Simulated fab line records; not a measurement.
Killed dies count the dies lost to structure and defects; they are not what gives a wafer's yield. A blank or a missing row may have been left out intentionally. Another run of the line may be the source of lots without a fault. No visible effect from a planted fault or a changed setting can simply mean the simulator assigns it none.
Chamber matching    flow gf180mcu    cmp-01 running GF_V2_CMP_26: 4 sister chambers
The step polishes, stops on SiO2, t overpolish 15 s, target thk 0 nm. 18 wafers are shown with their chamber, then 9 later ones without.

== EACH WAFER AND ITS CHAMBER ==
wafer   chamber  motor-current-A (A)  time-to-endpoint-s (s)  overpolish-run-s (s)
L075.1  0        9.6                  90                      15.003
L075.5  1        11.6                 80                      15.004
L075.6  2        9.4                  80                      14.991
L076.1  0        9.6                  96                      14.997
L076.4  3        11.4                 86                      15.002
L076.6  1        12.0                 85                      14.991
L078.1  1        11.4                 81                      15.006
L078.4  3        10.8                 80                      14.980
L078.5  3        11.0                 85                      14.978
L082.4  2        9.1                  92                      14.996
L082.5  1        11.5                 87                      14.996
L082.6  2        9.7                  96                      14.988
L083.1  3        10.7                 89                      15.003
L083.5  3        10.8                 86                      14.996
L083.6  2        9.3                  90                      15.000
L085.2  2        9.1                  91                      15.003
L085.4  3        10.9                 86                      15.015
L085.6  1        12.2                 87                      15.017

SIGNATURES (averages over the wafers above)
reading             chamber 0  chamber 1  chamber 2  chamber 3  scatter within a chamber
motor-current-A     9.600      11.740     9.320      10.933     0.272
time-to-endpoint-s  93.00      84.00      89.80      85.33      4.19
overpolish-run-s    15.00000   15.00280   14.99560   14.99567   0.0107
Rule: distance of a wafer from a chamber = root of the sum over the readings of ((wafer's reading minus chamber's mean) / reading's scatter) squared. If the next closest chamber is less than 2 further off than the closest, the wafer can't be placed; otherwise it belongs to the closest. The scatter is the square root of a quotient: the sum, over the shown wafers, of each reading's squared deviation from its chamber's mean, divided by wafers minus chambers.

== WAFERS MISSING THEIR CHAMBER ==
wafer   motor-current-A (A)  time-to-endpoint-s (s)  overpolish-run-s (s)
L087.1  9.9                  89                      15.009
L087.3  9.5                  92                      15.006
L087.6  9.6                  96                      14.983
L089.1  11.7                 83                      14.999
L089.4  10.4                 85                      15.005
L089.6  9.3                  87                      14.985
L091.1  9.2                  98                      15.007
L091.2  10.1                 92                      15.024
L091.3  11.3                 85                      15.011

== THE CHAMBER EACH PASSED THROUGH ==
wafer   from the rows above           in truth
L087.1  can't be placed: 0 or 2       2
L087.3  can't be placed: 0 or 2       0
L087.6  can't be placed: 0 or 2       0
L089.1  1                             1
L089.4  can't be placed: 3 or 0       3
L089.6  can't be placed: 2 or 0       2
L091.1  can't be placed: 0 or 2       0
L091.2  can't be placed: 0 or 2 or 3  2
L091.3  can't be placed: 1 or 3       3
1 of 9 placed correctly. From these rows, 8 cannot be placed; in 8 the true chamber is one of the candidates. Wrongly placed: 0.
